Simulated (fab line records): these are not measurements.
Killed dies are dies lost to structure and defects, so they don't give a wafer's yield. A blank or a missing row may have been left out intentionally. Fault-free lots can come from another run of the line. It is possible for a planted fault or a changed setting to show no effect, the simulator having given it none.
Which of the tools did it? ; flow gf180mcu ; 15 lots with 45 wafers sampled at 3 steps, on a route of 602 steps

## WHAT THE GAUGES READ, wafer by wafer
GF_V2_THK_MEAS_03. Usual: V2_CVD_02_THK typically reads 853 nm, with standard deviation 11.
lot;measured;on;V2_CVD_02_THK (nm);flag
L949;day 19 16:35;film metro-03;845 862 865;
L952;day 20 22:00;film metro-03;847 840 866;
L953;day 21 12:07;film metro-04;861 859 849;
L957;day 22 20:53;film metro-04;848 866 856;
L958;day 23 05:56;film metro-01;859 873 882;
L959;day 23 11:54;film metro-03;839 842 859;
L960;day 23 12:26;film metro-04;851 866 851;
L961;day 24 04:32;film metro-04;835 837 849;
L962;day 24 09:46;film metro-01;854 845 860;
L963;day 24 19:06;film metro-03;841 853 861;
L964;day 24 23:55;film metro-04;848 842 841;
L965;day 25 08:08;film metro-03;847 853 857;
L966;day 25 16:27;film metro-03;853 868 856;
L968;day 26 05:34;film metro-04;830 846 850;
L970;day 26 23:04;film metro-04;838 846 857;

GF_V2_BOW_MEAS_05. Usual: V2_BOW typically reads 97 um, with standard deviation 8.3.
lot;measured;on;V2_BOW (um);flag
L949;day 19 17:00;film metro-03;112 105 108;
L952;day 20 22:22;film metro-03;90 93 93;
L953;day 21 12:30;film metro-03;97 82 88;
L957;day 22 21:22;film metro-04;104 107 105;
L958;day 23 06:19;film metro-01;90 95 100;
L959;day 23 12:18;film metro-03;82 89 94;
L960;day 23 12:53;film metro-04;105 95 86;
L961;day 24 04:54;film metro-01;91 94 89;
L962;day 24 10:08;film metro-01;101 105 100;
L963;day 24 19:29;film metro-01;99 95 101;
L964;day 25 00:31;film metro-01;78 92 93;
L965;day 25 08:29;film metro-01;103 90 122;
L966;day 25 16:50;film metro-04;73 91 91;
L968;day 26 05:56;film metro-04;107 105 103;
L970;day 26 23:26;film metro-04;110 88 95;

GF_M3_CD_MEAS_14 targets a cd of 280 nm. Usual: 279.9 nm for cd nm, sd 1.3.
lot;measured;on;cd nm (nm);flag
L949;day 21 18:38;cd sem-02;278.3 277.9 278.4;
L952;day 22 23:08;cd sem-02;280.0 281.5 279.7;
L953;day 23 12:41;cd sem-02;278.2 278.4 278.3;
L957;day 24 19:29;cd sem-01;282.8 281.4 282.5;
L958;day 25 04:43;cd sem-01;278.0 279.3 278.0;
L959;day 25 10:28;cd sem-02;279.4 280.4 281.2;
L960;day 25 10:41;cd sem-02;279.7 281.4 280.4;
L961;day 26 02:22;cd sem-01;279.3 278.9 279.8;
L962;day 26 06:26;cd sem-01;278.1 277.7 278.2;
L963;day 26 15:07;cd sem-02;280.9 281.7 281.3;
L964;day 26 20:44;cd sem-02;283.5 281.9 283.4;
L965;day 27 04:11;cd sem-01;278.1 278.6 278.1;
L966;day 27 12:23;cd sem-01;278.3 278.7 279.6;
L968;day 28 00:17;cd sem-02;282.2 281.2 281.4;
L970;day 28 17:17;cd sem-02;281.4 280.1 280.3;

## EACH LOT AND THE TOOL THAT RAN IT (in order: tool; ch and the chambers of the sampled wafers; start)
There is no process step in the record ahead of these readings.

## AS READ BY THE TOOLS THEMSELVES (means over the sampled wafers that have a number; for cases with no such wafer, the mark the record gives instead)
The record holds no such reading with a usual standard deviation.

## THE ANSWER, worked out from the rows above alone
Rule: a lot is off if the mean of its wafers that have a number lies more than 3 standard deviations from the usual mean. Also off: a lot with no number at a reading for which 4 or more lots have one. Where the step has rows for the other lots, those lots are counted as sound. Order of review: gauges by route order, followed by the tools' own readings, for which a lot's mean as printed above is used. The first step at which some lot is off is used, and at that step the reading that is off furthest; a lot without a number counts as furthest.
No lot is off on any of the readings shown, so nothing can be concluded from this.

## WHAT WAS PUT IN BY THE SIMULATOR
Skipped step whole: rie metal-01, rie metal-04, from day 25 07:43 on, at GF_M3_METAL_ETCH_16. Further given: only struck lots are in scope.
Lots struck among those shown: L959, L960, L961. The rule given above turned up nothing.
